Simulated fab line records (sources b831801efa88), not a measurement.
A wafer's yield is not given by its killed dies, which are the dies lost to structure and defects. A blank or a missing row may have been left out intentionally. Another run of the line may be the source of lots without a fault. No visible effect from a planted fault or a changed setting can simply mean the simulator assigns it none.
Matching of chambers | flow gf180mcu | GF_V3_CVD_02 on pecvd-02 has 3 sister chambers
The step deposits SiO2 from TEOS, target thk 850 nm, time 94.851 s. 20 wafers are shown with their chamber, then 10 later ones without.

== WAFERS, EACH WITH ITS CHAMBER ==
wafer  | chamber | heater power w (W)
L075.1 | 2       | 519
L075.5 | 1       | 770
L075.6 | 2       | 571
L076.1 | 2       | 599
L076.4 | 0       | 533
L076.6 | 2       | 647
L077.1 | 0       | 641
L077.5 | 1       | 883
L077.6 | 2       | 509
L079.2 | 0       | 575
L079.4 | 0       | 605
L079.5 | 2       | 638
L081.1 | 1       | 959
L081.2 | 2       | 597
L081.3 | 0       | 650
L081.4 | 0       | 668
L081.5 | 1       | 765
L081.6 | 2       | 640
L086.1 | 1       | 947
L086.2 | 0       | 630

SIGNATURES, as means of the wafers listed above
reading        | chamber 0 | chamber 1 | chamber 2 | scatter within a chamber
heater power w | 614.57    | 864.80    | 590.00    | 63.4
Rule: for a wafer and a chamber, the distance is found by dividing, reading by reading, the gap between the wafer's reading and the chamber's mean by the reading's scatter, squaring, summing and taking the root. The wafer belongs to the nearest chamber; if the next one is less than 2 further off, it can't be placed. How the scatter is found: for the shown wafers, subtract from each reading the mean of its chamber, square and add these, divide the total by (wafers less chambers), then take the root.

== WAFERS WITHOUT THEIR CHAMBER ==
wafer  | heater power w (W)
L086.3 | 637
L086.4 | 768
L086.5 | 514
L086.6 | 677
L090.1 | 533
L090.4 | 609
L090.6 | 917
L097.1 | 571
L097.2 | 646
L097.5 | 935

== EACH ONE'S CHAMBER ==
wafer  | from the rows above          | in truth
L086.3 | can't be placed: 0 or 2      | 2
L086.4 | can't be placed: 1 or 0 or 2 | 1
L086.5 | can't be placed: 2 or 0      | 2
L086.6 | can't be placed: 0 or 2 or 1 | 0
L090.1 | can't be placed: 2 or 0      | 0
L090.4 | can't be placed: 0 or 2      | 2
L090.6 | 1                            | 1
L097.1 | can't be placed: 2 or 0      | 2
L097.2 | can't be placed: 0 or 2      | 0
L097.5 | 1                            | 1
Placed correctly: 2 of 10. Can't be placed from these rows: 8 (the true chamber is among the candidates in 8). Number placed wrongly: 0.
